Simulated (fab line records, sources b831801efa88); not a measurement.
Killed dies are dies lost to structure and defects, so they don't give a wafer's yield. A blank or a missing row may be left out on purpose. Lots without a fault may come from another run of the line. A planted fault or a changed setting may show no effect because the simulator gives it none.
Chamber matching | flow gf180mcu | GF_V1_CMP_04 on cmp-01: 4 sister chambers
The step polishes SiO2. 8 wafers are shown with their chamber, then 9 later ones without.

WAFERS WITH THEIR CHAMBER
wafer  | chamber | motor_current_A (A) | platen_rpm (rpm)
L081.3 | 1       | 10.4                | 59.97
L084.6 | 0       | 12.4                | 60.02
L088.2 | 1       | 9.8                 | 59.97
L088.3 | 3       | 14.0                | 60.00
L088.4 | 2       | 11.3                | 59.97
L089.1 | 2       | 11.1                | 60.01
L089.2 | 3       | 14.5                | 60.08
L089.6 | 0       | 11.7                | 59.97

WAFERS WITHOUT THEIR CHAMBER
wafer  | motor_current_A (A) | platen_rpm (rpm)
L091.1 | 13.3                | 59.99
L091.2 | 9.7                 | 59.99
L091.6 | 11.7                | 59.94
L096.1 | 11.3                | 60.04
L096.3 | 9.8                 | 59.97
L096.5 | 12.5                | 60.01
L097.3 | 11.7                | 60.06
L097.4 | 12.4                | 60.02
L097.6 | 10.0                | 60.01

WHICH CHAMBER EACH WENT THROUGH
wafer  | from the rows above     | in truth
L091.1 | can't be placed: 3 or 0 | 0
L091.2 | 1                       | 1
L091.6 | can't be placed: 0 or 2 | 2
L096.1 | can't be placed: 2 or 0 | 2
L096.3 | 1                       | 1
L096.5 | 0                       | 0
L097.3 | can't be placed: 0 or 2 | 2
L097.4 | 0                       | 0
L097.6 | 1                       | 1
Placed correctly: 5 of 9. Can't be placed from these rows: 4 (the true chamber is among the candidates in 4). Placed wrongly: 0.
How it was worked out, from the rows above alone: a wafer's distance from a chamber is the root of the sum, over the readings, of the square of ((its reading less the chamber's mean) divided by the reading's scatter). The wafer belongs to the nearest chamber; if the next one is less than 2 further off, it can't be placed. A chamber's mean is the mean of its shown wafers. The scatter: the root of (the sum of the squares of (reading less its chamber's mean) over the shown wafers, divided by (wafers less chambers)).
